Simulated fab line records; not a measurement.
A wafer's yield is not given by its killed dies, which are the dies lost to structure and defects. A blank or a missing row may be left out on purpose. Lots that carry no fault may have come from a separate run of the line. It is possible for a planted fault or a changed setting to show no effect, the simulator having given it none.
Which tool did it? | flow sky130 | Sampling: 13 lots, 39 wafers, 5 of 708 route steps

## WHAT THE GAUGES SHOWED, per wafer
SKY_PWDE_TW_MEAS_10. Usual: for PWDE_TW the level is 374 and the standard deviation is 4.5.
lot  | measured    | on            | PWDE_TW     | flag
L542 | day 4 02:21 | film metro-01 | 374 373 373 |
L543 | day 4 05:55 | film metro-01 | 373 372 371 |
L544 | day 4 10:52 | film metro-03 | 383 381 383 |
L545 | day 4 18:38 | film metro-04 | 370 371 370 |
L546 | day 5 01:36 | film metro-01 | 372 373 372 |
L551 | day 6 02:03 | film metro-03 | 384 385 384 |
L554 | day 6 19:50 | film metro-03 | 380 384 382 |
L555 | day 7 00:44 | film metro-01 | 375 373 374 |
L556 | day 7 07:23 | film metro-01 | 370 372 370 |
L561 | day 8 13:56 | film metro-01 | 371 373 372 |
L562 | day 8 22:07 | film metro-01 | 373 373 373 |
L563 | day 9 01:52 | film metro-01 | 373 372 372 |
L564 | day 9 07:40 | film metro-04 | 366 367 368 |

SKY_LDD_LDN_TW_MEAS_13. Usual: for LDD_LDN_TW the level is 1496 and the standard deviation is 20.
lot  | measured     | on            | LDD_LDN_TW     | flag
L542 | day 23 02:31 | film metro-04 | 1449 1440 1447 |
L543 | day 23 17:01 | film metro-03 | 1507 1498 1508 |
L544 | day 23 22:50 | film metro-03 | 1610 1607 1604 | OFF
L545 | day 24 10:11 | film metro-02 | 1507 1502 1501 |
L546 | day 25 05:31 | film metro-03 | 1619 1607 1609 | OFF
L551 | day 26 04:40 | film metro-02 | 1501 1500 1492 |
L554 | day 27 07:39 | film metro-03 | 1610 1610 1611 | OFF
L555 | day 27 16:38 | film metro-02 | 1485 1496 1492 |
L556 | day 27 23:59 | film metro-02 | 1489 1501 1510 |
L561 | day 29 21:20 | film metro-02 | 1500 1500 1495 |
L562 | day 30 03:46 | film metro-03 | 1514 1512 1512 |
L563 | day 30 09:23 | film metro-02 | 1502 1499 1498 |
L564 | day 30 17:39 | film metro-02 | 1501 1507 1504 |

SKY_CONTACT_CD_MEAS_14: target cd 170 nm. Usual: cd nm at 170.3 nm, with a standard deviation of 1.4.
lot  | measured     | on        | cd nm (nm)        | flag
L542 | day 31 17:16 | cd sem-01 | 169.9 169.6 169.1 |
L543 | day 32 05:59 | cd sem-02 | 169.4 170.5 169.3 |
L544 | day 32 12:23 | cd sem-02 | 170.8 172.3 171.5 |
L545 | day 32 21:31 | cd sem-01 | 172.1 170.3 170.0 |
L546 | day 33 13:17 | cd sem-02 | 169.3 170.8 170.0 |
L551 | day 34 12:16 | cd sem-01 | 168.3 168.3 168.8 |
L554 | day 35 12:03 | cd sem-01 | 169.3 170.4 169.4 |
L555 | day 35 18:22 | cd sem-01 | 168.9 170.6 169.4 |
L556 | day 36 02:33 | cd sem-01 | 172.6 172.2 171.5 |
L561 | day 37 21:48 | cd sem-01 | 169.3 169.7 170.2 |
L562 | day 38 03:02 | cd sem-01 | 170.1 169.2 168.0 |
L563 | day 38 07:25 | cd sem-02 | 171.3 172.2 170.7 |
L564 | day 38 15:28 | cd sem-01 | 171.4 171.8 171.3 |

## TOOL THAT RAN EACH LOT (tool first, then ch and the chambers of the sampled wafers, then the start)
lot  | SKY_LDD_LDN_IMPLANT_08          | SKY_SD_N_RTA_14
L542 | implanter-02 ch 0, day 23 01:50 | rtp anneal-01 ch 0, day 28 02:38
L543 | implanter-03 ch 0, day 23 16:21 | rtp anneal-02 ch 0, day 28 14:20
L544 | implanter-04 ch 0, day 23 21:51 | rtp anneal-01 ch 0, day 28 22:48
L545 | implanter-04 ch 0, day 24 09:29 | rtp anneal-02 ch 0, day 29 07:43
L546 | implanter-02 ch 0, day 25 04:31 | rtp anneal-01 ch 0, day 29 23:56
L551 | implanter-03 ch 0, day 26 03:58 | rtp anneal-02 ch 0, day 30 23:20
L554 | implanter-03 ch 0, day 27 06:35 | rtp anneal-01 ch 0, day 32 00:31
L555 | implanter-04 ch 0, day 27 15:56 | rtp anneal-02 ch 0, day 32 08:38
L556 | implanter-04 ch 0, day 27 23:17 | rtp anneal-01 ch 0, day 32 15:50
L561 | implanter-04 ch 0, day 29 19:23 | rtp anneal-02 ch 0, day 34 11:37
L562 | implanter-04 ch 0, day 30 03:06 | rtp anneal-01 ch 0, day 34 17:35
L563 | implanter-03 ch 0, day 30 08:43 | rtp anneal-02 ch 0, day 34 22:32
L564 | implanter-04 ch 0, day 30 16:58 | rtp anneal-01 ch 0, day 35 05:44
- SKY_LDD_LDN_IMPLANT_08
- SKY_SD_N_RTA_14: time 2 s.

## AS READ BY THE TOOLS THEMSELVES (means over the sampled wafers that have a number; for cases with no such wafer, the mark the record gives instead)
SKY_LDD_LDN_IMPLANT_08. Usual: dose ions cm2 at 1.2497e+13, with a standard deviation of 1.4e+10.
lot  | tool         | dose ions cm2 | flag
L542 | implanter-02 | 1.2504e+13    |
L543 | implanter-03 | 1.2482e+13    |
L544 | implanter-04 | 1.2496e+13    |
L545 | implanter-04 | 1.2495e+13    |
L546 | implanter-02 | 1.2497e+13    |
L551 | implanter-03 | 1.2498e+13    |
L554 | implanter-03 | 1.2489e+13    |
L555 | implanter-04 | 1.2499e+13    |
L556 | implanter-04 | 1.2503e+13    |
L561 | implanter-04 | 1.2499e+13    |
L562 | implanter-04 | 1.2505e+13    |
L563 | implanter-03 | 1.2515e+13    |
L564 | implanter-04 | 1.2516e+13    |

SKY_SD_N_RTA_14. Usual: anneal temp c max 1081.0, standard deviation 2.8; lamp power pct 15.73 %, standard deviation 0.053; wafer_temp_C_max 1078.2, standard deviation 1.4.
lot  | tool          | anneal temp c max | lamp power pct (%) | wafer_temp_C_max | flag
L542 | rtp anneal-01 | 1077.9            | 15.71              | 1078.5           |
L543 | rtp anneal-02 | 1084.2            | 15.79              | 1078.4           |
L544 | rtp anneal-01 | 1078.8            | 15.72              | 1077.8           |
L545 | rtp anneal-02 | 1083.7            | 15.77              | 1077.3           |
L546 | rtp anneal-01 | 1079.1            | 15.77              | 1078.1           |
L551 | rtp anneal-02 | 1085.0            | 15.72              | 1078.3           |
L554 | rtp anneal-01 | 1078.5            | 15.72              | 1077.5           |
L555 | rtp anneal-02 | 1083.4            | 15.71              | 1078.4           |
L556 | rtp anneal-01 | 1078.4            | 15.74              | 1077.4           |
L561 | rtp anneal-02 | 1082.4            | 15.74              | 1078.0           |
L562 | rtp anneal-01 | 1077.5            | 15.72              | 1077.8           |
L563 | rtp anneal-02 | 1084.4            | 15.76              | 1079.8           |
L564 | rtp anneal-01 | 1078.1            | 15.76              | 1077.9           |

## THE ANSWER, worked out from the rows above alone
Rule: lot off if the mean of its wafers having a number is beyond 3 standard deviations from the usual mean. Also off: a lot with no number at a reading for which 4 or more lots have one. The other lots that the step has rows for count as sound. After the gauges, taken in route order, come the tools' own readings; for these a lot's mean is taken, as printed above. The first step at which some lot is off is used, and at that step the reading that is off furthest; a lot without a number counts as furthest.
Off: at SKY_LDD_LDN_TW_MEAS_13 (LDD_LDN_TW), L544, L546, L554.
If a tool, at a process step before that reading, ran all the lots that are off and no sound lot after the first of them, it fits. Those tools and the gauges at SKY_LDD_LDN_TW_MEAS_13 are tried in the same way. Not one of the candidates tried fits.

## WHAT THE SIMULATOR HAD INSERTED
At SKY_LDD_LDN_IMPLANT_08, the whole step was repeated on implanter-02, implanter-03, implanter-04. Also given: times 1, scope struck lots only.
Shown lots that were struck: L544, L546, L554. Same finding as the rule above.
